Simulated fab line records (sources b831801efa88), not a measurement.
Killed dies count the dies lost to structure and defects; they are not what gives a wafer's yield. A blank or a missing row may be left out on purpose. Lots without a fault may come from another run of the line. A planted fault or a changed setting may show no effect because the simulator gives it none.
The same fault as seen by 2 desks + flow gf180mcu + each desk has only its own numbers; what lay behind them comes last

FOR THE TOOL OWNER'S DESK: rie-diel-02
The tool's own readings at GF_SAB_ETCH_11 (etches SiO2 in C4F8/O2/Ar, target depth 55 nm, time 8.5 s): means of the sampled wafers that have a number, for each lot that ran on this tool. The brackets show how far a lot's mean lies from the usual mean; more than 4 standard deviations puts the lot out of limits, marked OUT.
Columns: A = bias-w at GF_SAB_ETCH_11, usual 1200 W; B = oes-product-au at GF_SAB_ETCH_11, usual 1.002 a.u.
| lot  | first seen here | A    | B     |
|------|-----------------|------|-------|
| L494 | day 15 15:23    | 1200 | 1.009 |
| L497 | day 16 05:47    | 1201 | 0.991 |
| L505 | day 19 15:32    | 1199 | 1.003 |
| L506 | day 19 17:00    | 1198 | 1.004 |
| L516 | day 22 22:29    | 1198 | 1.004 |
| L517 | day 23 09:14    | 1199 | 1.011 |
This desk's verdict: no lot among the 6 shows anything out of limits.

FROM THE METROLOGY DESK
Lot by lot, what the gauges showed, no matter which tool ran the lot: averages of those sampled wafers that carry a number. The brackets show how far a lot's mean lies from the usual mean; more than 4 standard deviations puts the lot out of limits, marked OUT.
Columns: A = V5_W_THK at GF_V5_THK_MEAS_25, usual 351 nm
| lot  | first seen here | A   |
|------|-----------------|-----|
| L494 | day 27 19:51    | 353 |
| L495 | day 27 20:55    | 358 |
| L497 | day 28 05:57    | 350 |
| L505 | day 31 02:17    | 346 |
| L506 | day 31 04:07    | 351 |
| L507 | day 31 07:17    | 350 |
| L508 | day 31 10:35    | 352 |
| L509 | day 32 07:56    | 349 |
| L511 | day 32 15:53    | 346 |
| L514 | day 33 03:10    | 354 |
| L515 | day 33 07:25    | 356 |
| L516 | day 33 11:01    | 354 |
| L517 | day 33 15:41    | 354 |
This desk's verdict: no lot among the 13 shows anything out of limits.

ALL TOGETHER
Nothing out of limits was seen by the tool owner's desk.
At the metrology desk, nothing out of limits was observed.

WHAT WAS PUT IN BY THE SIMULATOR
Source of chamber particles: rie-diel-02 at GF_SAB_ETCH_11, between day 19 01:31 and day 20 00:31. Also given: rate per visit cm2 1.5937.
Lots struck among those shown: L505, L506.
